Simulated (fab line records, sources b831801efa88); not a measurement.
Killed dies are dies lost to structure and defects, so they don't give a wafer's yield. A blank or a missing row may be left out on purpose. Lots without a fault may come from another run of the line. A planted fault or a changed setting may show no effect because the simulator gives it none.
One fault seen from 2 desks | flow sky130 | each desk has only its own numbers; what lay behind them comes last

THE TOOL OWNER'S DESK: rtp_anneal-02
The tool's own readings at SKY_SD_N_RTA_14 (time 2 s): means of the sampled wafers that have a number, for each lot that ran on this tool. A lot is out of limits, marked OUT, if its mean lies more than 4 standard deviations from the usual mean; the brackets give that distance.
Columns: A = lamp_power_pct at SKY_SD_N_RTA_14, usual 15.74 %; B = ramp_down_c_per_s at SKY_SD_N_RTA_14, usual 90.000; C = wafer_temp_C_max at SKY_SD_N_RTA_14, usual 1078.2
lot  | first seen here | A     | B      | C
L805 | day 29 14:41    | 15.77 | 89.992 | 1077.8
L807 | day 30 15:28    | 15.80 | 89.992 | 1077.5
L809 | day 31 02:55    | 15.81 | 89.988 | 1078.4
L811 | day 31 17:13    | 15.80 | 90.004 | 1077.1
L817 | day 33 19:28    | 15.88 | 89.995 | 1088.5 (+7.3) OUT
L819 | day 34 12:29    | 15.90 | 89.993 | 1088.8 (+7.6) OUT
This desk's finding: out of limits on L817, L819; first on L817, day 33 19:28 (wafer_temp_C_max at SKY_SD_N_RTA_14). In limits: L805, L807, L809, L811.

THE METROLOGY DESK
What the gauges read, lot by lot, whatever tool the lot ran on: means of the sampled wafers that have a number. A lot is out of limits, marked OUT, if its mean lies more than 4 standard deviations from the usual mean; the brackets give that distance.
Columns: A = LDD_LDN_TW at SKY_LDD_LDN_TW_MEAS_13, usual 1484; B = SPACER_CVD_00_THK at SKY_SPACER_THK_MEAS_01, usual 43.4 nm; C = cd_nm at SKY_SD_N_CD_MEAS_07, usual 380.7 nm; D = SD_N_RS at SKY_SD_N_RS_MEAS_16, usual 68.55 ohm/sq; E = SD_P_RS at SKY_SD_N_RS_MEAS_17, usual 147.0 ohm/sq
lot  | first seen here | A    | B    | C     | D               | E
L804 | day 23 19:29    | 1491 | 42.7 | 378.2 | 68.44           | 146.9
L805 | day 24 09:40    | 1492 | 43.4 | 381.9 | 68.40           | 146.8
L806 | day 25 05:28    | 1487 | 44.1 | 381.0 | 68.53           | 146.9
L807 | day 25 15:19    | 1483 | 43.9 | 380.3 | 68.87           | 147.3
L809 | day 26 05:35    | 1479 | 43.1 | 382.7 | 68.58           | 147.4
L811 | day 26 19:53    | 1474 | 43.5 | 379.3 | 68.52           | 146.9
L817 | day 28 22:35    | 1498 | 43.4 | 378.2 | 66.41 (-16) OUT | 137.0 (-27) OUT
L819 | day 29 17:26    | 1490 | 43.8 | 381.1 | 66.52 (-16) OUT | 136.6 (-28) OUT
L820 | day 30 07:53    | 1484 | 43.3 | 377.8 | 68.57           | 147.1
L821 | day 30 17:29    | 1463 | 43.5 | 386.6 | 68.59           | 147.3
L824 | day 31 09:41    | 1492 | 43.3 | 384.1 | 68.69           | 147.3
L826 | day 31 22:11    | 1487 | 44.1 | 379.2 | 68.51           | 146.8
This desk's finding: out of limits on L817, L819; first on L817, day 33 19:38 (SD_N_RS at SKY_SD_N_RS_MEAS_16). In limits: L804, L805, L806, L807, L809, L811, L820, L821, L824, L826.

PUT TOGETHER
The tool owner's desk could have raised an alarm at day 33 19:28, on L817, L819.
The metrology desk could have raised an alarm at day 33 19:38, on L817, L819.
Of the lots named, all ran SKY_SD_N_RTA_14 on rtp_anneal-02.

WHAT THE SIMULATOR HAD PUT IN
Process parameter drift: rtp_anneal-02, from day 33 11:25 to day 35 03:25, at SKY_SD_N_RTA_14. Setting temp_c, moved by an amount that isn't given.
Lots struck among those shown: L817, L819.
Hours from the fault's start to each desk's first reading out of limits: the tool owner's desk, 8; the metrology desk, 8.
